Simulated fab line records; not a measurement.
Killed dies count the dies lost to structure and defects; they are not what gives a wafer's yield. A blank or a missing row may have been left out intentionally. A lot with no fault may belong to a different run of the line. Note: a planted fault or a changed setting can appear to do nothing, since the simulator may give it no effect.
2 desks looking at one fault | flow gf180mcu | only its own numbers are on each desk; what lay behind them is given at the end

== THE METROLOGY DESK ==
Means of the sampled wafers that have a number, per lot and without regard to the tool the lot ran on: this is what the gauges read. Marked OUT: a lot whose mean sits more than 4 standard deviations from the usual mean, which makes it out of limits; the brackets give that distance.
Columns: A = V4_BOW at GF_V4_BOW_MEAS_05, usual 135 um; B = MIM_ALCU_RS at GF_MIM_RS_MEAS_10, usual 0.1604 ohm/sq
lot  | first seen here | A   | B
L865 | day 23 22:15    | 130 | 0.1592
L866 | day 24 17:44    | 144 | 0.1593
L870 | day 26 09:02    | 129 | 0.1571
L872 | day 26 14:51    | 136 | 0.1633
L874 | day 27 07:57    | 133 | 0.1599
L875 | day 27 09:19    | 127 | 0.1597
L876 | day 27 20:57    | 141 | 0.1567
L878 | day 28 08:16    | 138 | 0.1605
L879 | day 28 15:20    | 135 | 0.1640
L883 | day 29 15:07    | 135 | 0.1596
L884 | day 29 21:35    | 135 | 0.1608
L886 | day 30 13:33    | 129 | 0.1600
Finding of this desk: none of the 12 lots has anything out of limits.

== THE TOOL OWNER'S DESK: pvd-sputter-01 ==
The tool's own readings at GF_MIM_SPUTTER_02 (material AlCu, target thk 450 nm, time 23.9 s): means of the sampled wafers that have a number, for each lot that ran on this tool. Marked OUT: a lot whose mean sits more than 4 standard deviations from the usual mean, which makes it out of limits; the brackets give that distance.
Columns: A = throttle-valve-pct at GF_MIM_SPUTTER_02, usual 29.7 %
lot  | first seen here | A
L866 | day 25 16:40    | 29.3
L874 | day 28 05:30    | 29.3
L875 | day 28 06:19    | 29.3
L876 | day 28 18:13    | 28.6
L878 | day 29 05:36    | 28.8
L884 | day 30 17:23    | 28.5
L886 | day 31 09:16    | 29.4
Finding of this desk: none of the 7 lots has anything out of limits.

== PUT TOGETHER ==
The metrology desk saw nothing out of limits.
The tool owner's desk saw nothing out of limits.

== WHAT THE SIMULATOR HAD PUT IN ==
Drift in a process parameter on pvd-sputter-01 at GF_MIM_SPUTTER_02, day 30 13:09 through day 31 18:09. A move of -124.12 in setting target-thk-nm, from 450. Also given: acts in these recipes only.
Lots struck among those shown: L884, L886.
